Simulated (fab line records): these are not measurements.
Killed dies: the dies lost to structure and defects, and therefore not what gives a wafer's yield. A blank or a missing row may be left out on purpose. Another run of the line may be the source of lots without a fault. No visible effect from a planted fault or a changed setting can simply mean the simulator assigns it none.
fab line records	flow sfq_line
record: lots: 14	wafers: 42	last_day: 77
route steps=325 shown I4@164
lots untouched by any fault: they come from a run of this same line in which no faults occurred
start_h: hours from the record's first day to the start of the lot's first wafer shown	wait_h: hours since the lot's step before	" same as the row above	L1.1+2: a row that stands for several wafers	- either no value or no given start	* or withheld: withheld	< > ~ a bound
route shown NAME@n: NAME is a module with steps in the file, n the number in the route of the first one	usual: mean/standard deviation of fault-free wafers	same: alike in all rows	chamber/n: place in a boat	sites: per-site readings	_std_site: how widely they spread, as a standard deviation	_edge_site: inner sites' mean taken away from outer sites' mean	radius_mm: for every site, how far away it sits from the centre of the wafer	mask NAME#n: copy n	behind: the most recent tool/chamber to have shaped the wafer	hold: cause of the lot's hold/its duration in hours/its outcome	device: names the non-switching transistor (n, p or np)	end of line: the same wafers' tests at the end of the route	a step given without rows: its recipe and nothing more	killed: dies lost to structure and defects at the first sort, not the wafer's yield	map: a wafer's dies, marking killed ones x, the rest . and places with no die _
set.NAME: the setting that was run; set.NAME@STEP: the one run at that earlier step	model.NAME: the simulator's own value behind a step, which no gauge read
a sample of lots followed through the steps of the route, with each step as a table and each wafer as a row
services: when a tool's chamber went out of use (start_h, in hours from the record's first day, below 0 if earlier), for how many hours, and the reason
== steps ==
step: SFQ_TRILAYER_I4_CMP_CMP_100
recipe: material: SiO2	down_force_psi: 3	platen_rpm: 60	pad_velocity_m_s: 0.94248
usual: head_pressure_psi: 3.000/0.006	motor_current_A: 9.8/0.7	time_to_endpoint_s: 217/9.5
lot.wafer	tool	chamber	start_h	wait_h	head_pressure_psi	motor_current_A	time_to_endpoint_s
L483.3	cmp-01	3	841.40	41.8	2.993	9.3	205
L483.2	"	1	842.40	42.8	3.001	9.3	207
L483.5	"	3	843.40	43.8	2.997	9.2	218
L484.2	cmp-01	0	843.90	41.9	2.994	9.6	215
L484.4	"	3	845.40	43.4	2.998	9.2	222
L484.6	"	0	"	"	2.992	9.0	220
L486.2	cmp-02	2	854.58	44.4	2.996	10.4	217
L486.1	"	0	855.58	45.4	2.998	9.5	223
L486.6	"	3	857.08	46.8	2.995	11.9	217
L488.3	cmp-01	3	864.90	45.2	3.011	9.6	208
L488.2	"	1	865.90	46.2	3.011	9.3	213
L488.1	"	2	"	"	2.996	10.1	217
L489.3	cmp-01	0	874.90	48.2	2.999	9.7	223
L489.2	"	1	"	"	3.004	9.4	212
L489.5	"	3	876.40	49.6	3.008	9.0	214
L491.3	cmp-02	2	881.58	47.6	3.012	10.2	226
L491.4	"	1	883.08	49.1	2.995	8.7	207
L491.5	"	3	884.08	50.1	3.011	11.5	213
L492.3	cmp-01	3	885.90	45.2	3.010	9.2	205
L492.1	"	1	886.90	46.2	2.992	9.7	204
L492.6	"	3	887.90	47.2	3.002	9.4	217
L494.1	cmp-02	1	899.58	44.3	3.000	9.2	217
L494.2	"	0	901.08	45.8	2.997	10.1	231
L494.6	"	1	"	"	3.017	9.0	225
L495.2	cmp-01	0	903.90	46.2	3.003	9.9	205
L495.5	"	0	905.90	48.2	3.004	9.6	213
L495.6	"	1	"	"	2.996	9.8	209
L500.3	cmp-02	2	940.58	50.5	3.000	10.0	234
L500.5	"	0	941.58	51.5	3.018	10.0	245
L500.6	"	1	"	"	2.992	9.0	235
L501.1	cmp-02	1	945.58	48.0	3.011	8.9	225
L501.3	"	2	"	"	3.009	10.8	233
L501.2	"	3	"	"	2.996	11.4	231
L504.4	cmp-01	1	973.81	56.1	3.003	9.6	202
L504.1	"	2	"	"	3.000	9.6	216
L504.5	"	3	"	"	2.995	9.2	213
L505.4	cmp-01	2	976.81	55.5	2.996	9.4	231
L505.6	"	0	977.81	56.5	3.000	9.4	216
L505.5	"	1	"	"	3.003	10.2	214
L506.2	cmp-01	3	978.81	56.4	3.003	9.6	213
L506.5	"	3	980.81	58.3	2.989	9.3	224
L506.6	"	0	"	"	2.996	9.4	218
step: SFQ_TRILAYER_I4_METRO_MEASURE_101
usual: thk_nm: 200.1/1.4
lot.wafer	tool	chamber	start_h	wait_h	thk_nm
L483.2	film_metro-02	-	844.22	0.3	200.7
L483.3	"	-	"	"	200.5
L483.5	"	-	"	"	200.9
L484.2	film_metro-04	-	847.22	0.3	201.4
L484.4	"	-	"	"	200.3
L484.6	"	-	"	"	202.1
L486.1	film_metro-01	-	857.70	0.1	200.7
L486.2	"	-	"	"	202.2
L486.6	"	-	"	"	200.5
L488.1	film_metro-02	-	868.02	0.1	200.7
L488.2	"	-	"	"	198.7
L488.3	"	-	"	"	199.0
L489.2	film_metro-02	-	877.22	0.3	197.6
L489.3	"	-	"	"	199.6
L489.5	"	-	"	"	198.8
L491.3	film_metro-04	-	885.10	0.5	200.1
L491.4	"	-	"	"	198.4
L491.5	"	-	"	"	199.8
L492.1	film_metro-01	-	889.02	0.1	199.9
L492.3	"	-	"	"	199.4
L492.6	"	-	"	"	198.3
L494.1	film_metro-04	-	902.70	0.1	199.8
L494.2	"	-	"	"	200.5
L494.6	"	-	"	"	199.8
L495.2	film_metro-02	-	907.22	0.3	199.7
L495.5	"	-	"	"	200.0
L495.6	"	-	"	"	199.4
L500.3	film_metro-01	-	943.10	0.5	181.0
L500.5	"	-	"	"	181.6
L500.6	"	-	"	"	179.6
L501.1	film_metro-04	-	948.70	0.1	180.4
L501.2	"	-	"	"	182.3
L501.3	"	-	"	"	183.0
L504.1	film_metro-04	-	975.93	0.1	201.3
L504.4	"	-	"	"	198.0
L504.5	"	-	"	"	197.8
L505.4	film_metro-02	-	979.53	0.6	201.3
L505.5	"	-	"	"	199.5
L505.6	"	-	"	"	199.6
L506.2	film_metro-01	-	982.13	0.3	197.8
L506.5	"	-	"	"	197.9
L506.6	"	-	"	"	199.5
step: SFQ_TRILAYER_I4_VIA_ETCH_VIA_ETCH_106
recipe: target: SiO2	stop_on: Nb	mask_material: PR	taper_deg: 20	chemistry: CHF3	target_depth_nm: 260	source_w: 500	bias_w: 80	pressure_mtorr: 30	time_s: withheld
usual: drypump_motor_current_A: 5.8/0.34	oes_product_au: 0.854/0.0054
lot.wafer	tool	chamber	start_h	wait_h	drypump_motor_current_A	oes_product_au
L483.2	rie_diel-04	1	931.65	0.0	5.8	0.858
L483.3	"	2	"	"	5.9	0.857
L483.5	"	1	"	"	5.8	0.862
L484.2	rie_diel-02	2	935.25	0.0	6.1	0.860
L484.4	"	1	"	"	6.1	0.853
L484.6	"	0	"	"	6.0	0.864
L486.1	rie_diel-01	0	945.85	0.0	4.8	0.856
L486.2	"	2	"	"	6.1	0.867
L486.6	"	3	"	"	5.8	0.843
L488.1	rie_diel-04	2	959.05	0.0	5.9	0.855
L488.2	"	0	"	"	5.7	0.854
L488.3	"	1	"	"	5.8	0.853
L489.2	rie_diel-04	2	969.95	0.0	5.9	0.848
L489.3	"	0	"	"	5.7	0.844
L489.5	"	3	"	"	5.8	0.851
L491.3	rie_diel-01	1	977.15	0.0	5.9	0.858
L491.4	"	3	"	"	5.8	0.844
L491.5	"	0	"	"	4.8	0.863
L492.1	rie_diel-02	0	981.95	0.0	6.0	0.854
L492.3	"	2	"	"	6.2	0.849
L492.6	"	3	"	"	5.8	0.849
L494.1	rie_diel-04	0	998.71	0.0	5.7	0.853
L494.2	"	1	"	"	5.8	0.854
L494.6	"	2	"	"	5.9	0.857
L495.2	rie_diel-01	0	1031.82	0.0	4.8	0.847
L495.5	"	1	"	"	5.8	0.853
L495.6	"	0	"	"	4.8	0.854
L500.3	rie_diel-02	3	1059.42	0.0	5.8	0.815
L500.5	"	2	"	"	6.1	0.814
L500.6	"	1	"	"	6.1	0.804
L501.1	rie_diel-04	2	1066.62	0.0	5.9	0.812
L501.2	"	0	"	"	5.7	0.810
L501.3	"	1	"	"	5.8	0.811
L504.1	rie_diel-02	0	1092.57	0.0	6.0	0.862
L504.4	"	3	"	"	5.8	0.849
L504.5	"	2	"	"	6.1	0.858
L505.4	rie_diel-01	2	1094.97	0.0	6.1	0.851
L505.5	"	1	"	"	5.8	0.851
L505.6	"	2	"	"	6.1	0.853
L506.2	rie_diel-01	2	1098.57	0.0	6.1	0.853
L506.5	"	2	"	"	6.1	0.850
L506.6	"	1	"	"	5.8	0.853
== services ==
tool	chamber	start_h	hours	kind
rie_diel-04	0	820.00	5.7	repair
rie_diel-01	-	862.14	2.6	repair
film_metro-02	-	889.06	1.0	pm
rie_diel-01	2	889.29	6.6	repair
film_metro-04	-	891.36	0.6	pm
cmp-02	-	891.70	0.2	repair
cmp-02	-	914.58	4.0	pm
film_metro-02	-	921.51	1.6	pm
rie_diel-01	0	953.37	3.8	repair
cmp-01	-	963.90	5.9	pm
rie_diel-01	3	969.52	3.5	repair
rie_diel-04	3	982.74	26.3	repair
film_metro-04	-	996.24	0.5	pm
cmp-02	-	998.35	1.8	repair
cmp-02	-	1002.78	2.2	repair
rie_diel-01	2	1005.82	4.9	repair
rie_diel-01	3	1008.48	3.1	repair
rie_diel-04	1	1016.50	3.4	repair
film_metro-02	-	1017.63	1.6	repair
film_metro-04	-	1026.40	0.9	pm
cmp-01	-	1039.48	3.4	repair
film_metro-04	-	1050.17	0.8	pm
cmp-01	-	1090.85	4.0	pm
cmp-01	-	1097.74	2.0	repair
== key ==
first_sign: step: SFQ_TRILAYER_I4_CMP_CMP_100	reading: time_to_endpoint_s	direction: up	sigmas: 1.8	usual: *	struck: *
effect: step: SFQ_TRILAYER_I4_METRO_MEASURE_101	reading: thk_nm	direction: down	sigmas: 13	usual: 200.1	struck: 181.3
effect: step: SFQ_TRILAYER_I4_VIA_ETCH_VIA_ETCH_106	reading: oes_product_au	direction: down	sigmas: 8	usual: 0.854	struck: 0.811
met_at SFQ_TRILAYER_I4_CMP_CMP_100
struck_lots L500,L501
onset_between 899.58 940.58
fault: kind: process_parameter_drift	tool: cmp-02	chamber: -	onset_h: 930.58	steps: SFQ_TRILAYER_I4_CMP_CMP_100	channel: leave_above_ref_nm	offset: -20	shape: step	end_h: 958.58	acts_in: these_recipes_only	stated: 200
